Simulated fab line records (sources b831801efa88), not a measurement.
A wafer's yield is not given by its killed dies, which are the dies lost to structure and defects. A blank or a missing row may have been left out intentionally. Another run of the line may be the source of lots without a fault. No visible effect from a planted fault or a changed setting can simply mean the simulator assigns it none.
fab line records | flow sky130
record: lots: 14 | wafers: 42 | last-day: 50
route steps=708 shown METAL1@450 VIA1@468
lots that met no fault: taken from a fault-free run of the same line
start-h: hours from the record's first day to the start of the lot's first wafer shown | wait-h: time in hours since the lot's previous step | " same as the row above | L1.1+2: a row that stands for several wafers | - value missing, or start not given | * or withheld: withheld | < > ~ a bound
route shown NAME@n: NAME is a module with steps in the file, n the number in the route of the first one | usual: mean/standard deviation of fault-free wafers | same: alike in all rows | chamber/n: place in a boat | sites: readings site by site | _std_site: how widely they spread, as a standard deviation | _edge_site: outer sites' mean less inner sites' | radius-mm: for every site, how far away it sits from the centre of the wafer | mask NAME#n: copy n | behind: tool/chamber where the wafer was last shaped | hold: why the lot was held/for how many hours/how that ended | device: whichever transistor did not switch (one of n, p or np) | end of line: tests of these same wafers at the route's end | a step with no rows: only its recipe | killed: the dies lost at the first sort to structure and to defects; this is not the yield of the wafer | map: a wafer's dies, marking killed ones x, the rest . and places with no die _
set.NAME: the setting as run; set.NAME@STEP: as run at that earlier step | model.NAME: the simulator's own value behind a step, which no gauge read
one table for each step of the route and one row for each wafer, over a sample of lots
services: the hour from which a tool's chamber was out of use, counted from the record's first day as start-h (under 0 if before that day), plus the number of hours and why
== steps ==
step: SKY_METAL1_OVL_MEAS_16
usual: METAL1_OVL: 2/5.9
lot.wafer | tool       | chamber | start-h | wait-h | METAL1_OVL[nm]
L122.2    | overlay-02 | -       | 780.52  | 0.1    | -1
L122.4    | "          | -       | "       | "      | -1
L122.5    | "          | -       | "       | "      | -1
L127.2    | overlay-01 | -       | 821.85  | 0.1    | 5
L127.3    | "          | -       | "       | "      | 10
L127.5    | "          | -       | "       | "      | 0
L129.1    | overlay-02 | -       | 831.20  | 0.1    | -4
L129.3    | "          | -       | "       | "      | 4
L129.6    | "          | -       | "       | "      | 1
L130.1    | overlay-02 | -       | 840.25  | 0.1    | 1
L130.2    | "          | -       | "       | "      | 6
L130.4    | "          | -       | "       | "      | 2
L131.1    | overlay-01 | -       | 849.31  | 0.1    | 6
L131.2    | "          | -       | "       | "      | -1
L131.4    | "          | -       | "       | "      | -2
L136.1    | overlay-02 | -       | 881.51  | 0.1    | 7
L136.3    | "          | -       | "       | "      | 14
L136.5    | "          | -       | "       | "      | 14
L138.3    | overlay-01 | -       | 892.63  | 0.1    | -2
L138.4    | "          | -       | "       | "      | -11
L138.6    | "          | -       | "       | "      | -3
L137.2    | overlay-01 | -       | 892.85  | 0.1    | -9
L137.3    | "          | -       | "       | "      | 0
L137.5    | "          | -       | "       | "      | -3
L139.1    | overlay-01 | -       | 901.16  | 0.1    | 11
L139.2    | "          | -       | "       | "      | 3
L139.3    | "          | -       | "       | "      | 4
L140.4    | overlay-01 | -       | 911.03  | 0.1    | -3
L140.5    | "          | -       | "       | "      | 10
L140.6    | "          | -       | "       | "      | 3
L141.2    | overlay-01 | -       | 912.30  | 0.1    | 3
L141.3    | "          | -       | "       | "      | -2
L141.6    | "          | -       | "       | "      | 2
L142.1    | overlay-01 | -       | 924.80  | 0.1    | -7
L142.5    | "          | -       | "       | "      | 5
L142.6    | "          | -       | "       | "      | 5
L143.2    | overlay-01 | -       | 932.67  | 0.1    | 16
L143.4    | "          | -       | "       | "      | 14
L143.6    | "          | -       | "       | "      | 8
L144.3    | overlay-01 | -       | 937.57  | 0.1    | 7
L144.5    | "          | -       | "       | "      | 1
L144.6    | "          | -       | "       | "      | 1
step: SKY_VIA1_PEB_10
recipe: peb-temp-c: withheld | peb-time-s: withheld | resist: KrF-thick
usual: chill-plate-temp-C: * | exhaust-pa: 45.1/0.86
lot.wafer | tool           | chamber | start-h | wait-h | chill-plate-temp-C | exhaust-pa
L122.2    | litho-track-03 | 0       | 806     | -      | *                  | 45.0
L122.4    | "              | 0       | 807     | -      | *                  | 45.7
L122.5    | "              | 0       | "       | "      | *                  | 45.9
L127.2    | litho-track-03 | 0       | 849     | -      | *                  | 45.3
L127.3    | "              | 0       | "       | "      | *                  | 46.0
L127.5    | "              | 0       | "       | "      | *                  | 45.9
L129.1    | litho-track-04 | 0       | 857     | -      | *                  | 45.8
L129.3    | "              | 0       | 858     | -      | *                  | 46.1
L129.6    | "              | 0       | "       | "      | *                  | 46.7
L130.1    | litho-track-02 | -       | 867     | -      | -                  | -
L130.2    | "              | -       | "       | "      | -                  | -
L130.4    | "              | -       | "       | "      | -                  | -
L131.1    | litho-track-03 | -       | 876     | -      | -                  | -
L131.2    | "              | -       | "       | "      | -                  | -
L131.4    | "              | -       | 877     | -      | -                  | -
L136.1    | litho-track-04 | 0       | 907     | -      | *                  | 44.8
L136.3    | "              | 0       | "       | "      | *                  | 45.0
L136.5    | "              | 0       | "       | "      | *                  | 44.4
L138.3    | litho-track-03 | 0       | 917     | -      | *                  | 44.1
L138.4    | "              | 0       | "       | "      | *                  | 45.5
L138.6    | "              | 0       | "       | "      | *                  | 43.5
L137.2    | litho-track-02 | 0       | 918     | -      | *                  | 45.3
L137.3    | "              | 0       | "       | "      | *                  | 45.3
L137.5    | "              | 0       | "       | "      | *                  | 45.0
L139.1    | litho-track-02 | 0       | 926     | -      | *                  | 44.8
L139.2    | "              | 0       | "       | "      | *                  | 42.7
L139.3    | "              | 0       | "       | "      | *                  | 44.4
L140.4    | litho-track-02 | 0       | 936     | -      | *                  | 45.0
L140.5    | "              | 0       | "       | "      | *                  | 46.7
L140.6    | "              | 0       | "       | "      | *                  | 45.9
L141.2    | litho-track-02 | 0       | 937     | -      | *                  | 45.1
L141.3    | "              | 0       | "       | "      | *                  | 45.6
L141.6    | "              | 0       | "       | "      | *                  | 44.1
L142.1    | litho-track-02 | 0       | 950     | -      | *                  | 45.7
L142.5    | "              | 0       | "       | "      | *                  | 45.8
L142.6    | "              | 0       | "       | "      | *                  | 45.5
L143.2    | litho-track-02 | 0       | 958     | -      | *                  | 45.6
L143.4    | "              | 0       | "       | "      | *                  | 44.4
L143.6    | "              | 0       | "       | "      | *                  | 44.2
L144.3    | litho-track-03 | 0       | 963     | -      | *                  | 44.1
L144.5    | "              | 0       | "       | "      | *                  | 44.4
L144.6    | "              | 0       | "       | "      | *                  | 45.8
step: SKY_VIA1_CD_MEAS_12
recipe: target-cd-nm: 150
usual: cd-nm: 149.9/1.6
lot.wafer | tool      | chamber | start-h | wait-h | cd-nm
L122.2    | cd-sem-01 | -       | 807.33  | -      | 149.0
L122.4    | "         | -       | "       | "      | 150.0
L122.5    | "         | -       | "       | "      | 148.7
L127.2    | cd-sem-02 | -       | 849.58  | -      | 149.9
L127.3    | "         | -       | "       | "      | 150.5
L127.5    | "         | -       | "       | "      | 149.6
L129.1    | cd-sem-02 | -       | 858.34  | -      | 150.9
L129.3    | "         | -       | "       | "      | 150.8
L129.6    | "         | -       | "       | "      | 151.6
L130.1    | cd-sem-02 | -       | 867.64  | -      | -
L130.2    | "         | -       | "       | "      | -
L130.4    | "         | -       | "       | "      | -
L131.1    | cd-sem-02 | -       | 877.31  | -      | -
L131.2    | "         | -       | "       | "      | -
L131.4    | "         | -       | "       | "      | -
L136.1    | cd-sem-01 | -       | 908.10  | -      | 149.5
L136.3    | "         | -       | "       | "      | 150.3
L136.5    | "         | -       | "       | "      | 150.9
L138.3    | cd-sem-01 | -       | 918.20  | -      | 153.2
L138.4    | "         | -       | "       | "      | 150.7
L138.6    | "         | -       | "       | "      | 152.6
L137.2    | cd-sem-02 | -       | 918.51  | -      | 151.3
L137.3    | "         | -       | "       | "      | 152.6
L137.5    | "         | -       | "       | "      | 151.5
L139.1    | cd-sem-01 | -       | 927.09  | -      | 147.5
L139.2    | "         | -       | "       | "      | 149.2
L139.3    | "         | -       | "       | "      | 147.9
L140.4    | cd-sem-02 | -       | 937.05  | -      | 151.0
L140.5    | "         | -       | "       | "      | 149.4
L140.6    | "         | -       | "       | "      | 150.0
L141.2    | cd-sem-01 | -       | 938.16  | -      | 151.8
L141.3    | "         | -       | "       | "      | 152.7
L141.6    | "         | -       | "       | "      | 151.4
L142.1    | cd-sem-01 | -       | 950.39  | -      | 149.5
L142.5    | "         | -       | "       | "      | 150.2
L142.6    | "         | -       | "       | "      | 148.7
L143.2    | cd-sem-02 | -       | 958.46  | -      | 150.0
L143.4    | "         | -       | "       | "      | 150.8
L143.6    | "         | -       | "       | "      | 150.7
L144.3    | cd-sem-01 | -       | 963.75  | -      | 149.6
L144.5    | "         | -       | "       | "      | 151.1
L144.6    | "         | -       | "       | "      | 150.1
step: SKY_VIA1_CVD_21
recipe: material: W | target-thk-nm: 270 | time-s: 80.902 | temp-c: 400 | pressure-torr: 40
usual: heater-power-w: 791/91 | susceptor-temp-C: 400.04/0.19
lot.wafer | tool     | chamber | start-h | wait-h | heater-power-w | susceptor-temp-C
L122.2    | cvd-w-01 | 1       | 808.24  | 0.0    | 738            | 399.96
L122.4    | "        | 1       | "       | "      | 742            | 400.15
L122.5    | "        | 1       | "       | "      | 724            | 400.12
L127.2    | cvd-w-02 | 0       | 850.56  | 0.0    | 851            | 399.90
L127.3    | "        | 0       | "       | "      | 848            | 400.17
L127.5    | "        | 0       | "       | "      | 824            | 399.86
L129.1    | cvd-w-01 | 1       | 859.24  | 0.0    | 741            | 399.97
L129.3    | "        | 1       | "       | "      | 744            | 400.03
L129.6    | "        | 0       | "       | "      | 714            | 400.17
L130.1    | cvd-w-02 | 0       | 868.54  | 0.0    | 839            | 400.30
L130.2    | "        | 1       | "       | "      | 920            | 399.89
L130.4    | "        | 1       | "       | "      | 923            | 399.88
L131.1    | cvd-w-02 | 0       | 878.21  | 0.0    | 856            | 399.98
L131.2    | "        | 1       | "       | "      | 917            | 400.14
L131.4    | "        | 1       | "       | "      | 925            | 400.19
L136.1    | cvd-w-02 | 1       | 909.03  | 0.0    | 921            | 399.87
L136.3    | "        | 1       | "       | "      | 951            | 400.30
L136.5    | "        | 0       | "       | "      | 853            | 399.88
L138.3    | cvd-w-01 | 1       | 919.11  | 0.1    | 705            | 399.78
L138.4    | "        | 0       | "       | "      | 681            | 399.90
L138.6    | "        | 0       | "       | "      | 671            | 400.20
L137.2    | cvd-w-02 | 1       | 919.39  | 0.0    | 929            | 399.91
L137.3    | "        | 0       | "       | "      | 888            | 400.08
L137.5    | "        | 1       | "       | "      | 935            | 400.05
L139.1    | cvd-w-02 | 1       | 928.00  | 0.0    | 932            | 400.13
L139.2    | "        | 0       | "       | "      | 863            | 399.61
L139.3    | "        | 0       | "       | "      | 853            | 399.89
L140.4    | cvd-w-02 | 0       | 937.92  | 0.1    | 842            | 399.95
L140.5    | "        | 1       | "       | "      | 944            | 400.03
L140.6    | "        | 0       | "       | "      | 871            | 399.93
L141.2    | cvd-w-01 | 1       | 939.07  | 0.0    | 690            | 399.96
L141.3    | "        | 0       | "       | "      | 682            | 400.39
L141.6    | "        | 1       | "       | "      | 707            | 400.41
L142.1    | cvd-w-02 | 0       | 951.29  | 0.0    | 843            | 400.09
L142.5    | "        | 1       | "       | "      | 921            | 400.11
L142.6    | "        | 0       | "       | "      | 858            | 400.34
L143.2    | cvd-w-01 | 1       | 959.37  | 0.0    | 694            | 399.97
L143.4    | "        | 1       | "       | "      | 695            | 399.93
L143.6    | "        | 1       | "       | "      | 712            | 399.76
L144.3    | cvd-w-01 | 0       | 964.64  | 0.1    | 698            | 399.90
L144.5    | "        | 0       | "       | "      | 666            | 399.99
L144.6    | "        | 1       | "       | "      | 696            | 400.08
== services ==
tool     | chamber | start-h | hours | kind
cvd-w-02 | -       | 822.87  | 0.7   | repair
cvd-w-02 | -       | 842.24  | 0.9   | repair
cvd-w-01 | 0       | 860.37  | 10.2  | repair
cvd-w-01 | 1       | 865.92  | 8.0   | repair
cvd-w-02 | -       | 868.00  | 0.5   | repair
cvd-w-01 | -       | 904.00  | 14.0  | pm
cvd-w-01 | 0       | 904.00  | 14.0  | vent-cycle
cvd-w-01 | 1       | 904.00  | 14.0  | vent-cycle
cvd-w-01 | 1       | 904.62  | 3.2   | repair
cvd-w-01 | 0       | 918.00  | -     | clean
cvd-w-01 | 1       | 918.00  | -     | clean
cvd-w-01 | -       | 952.27  | 2.3   | repair
== key ==
first-sign: step: SKY_VIA1_PEB_10 | reading: tool-record | direction: missing
effect none on later readings
met-at SKY_VIA1_PEB_10
struck-lots L130,L131
later-rows-left-out L130.1,L130.2,L130.4,L131.1,L131.2,L131.4
sort-left-out L130.1,L130.2,L130.4,L131.1,L131.2,L131.4
tester-left-out L131
not-acting-at SKY_METAL1_OVL_MEAS_16,SKY_VIA1_CD_MEAS_12,SKY_VIA1_CVD_21
onset-between 849 867
earlier-fault: kind: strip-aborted | tool: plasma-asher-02 | chamber: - | onset-h: 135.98 | steps: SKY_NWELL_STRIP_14 | offset: 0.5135 | end-h: 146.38
fault: kind: skipped-step-whole | tool: litho-track-02,litho-track-03 | chamber: - | onset-h: 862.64 | steps: SKY_VIA1_PEB_10 | scope: struck-lots-only
tester-left-out: of these lots the tester's yield and bins aren't shown, on N5 and GAA mostly nor the transistor test; their killed dies are dies lost to structure and defects alone, not to doping, threshold or leakage, so they don't give the yield
sort-left-out: the simulated sort isn't trusted on such a fault, so these wafers' sort isn't shown, and their yield isn't known
later-rows-left-out: the simulator's readings of these wafers behind a module that went badly wrong aren't trusted and aren't shown, but for the sort
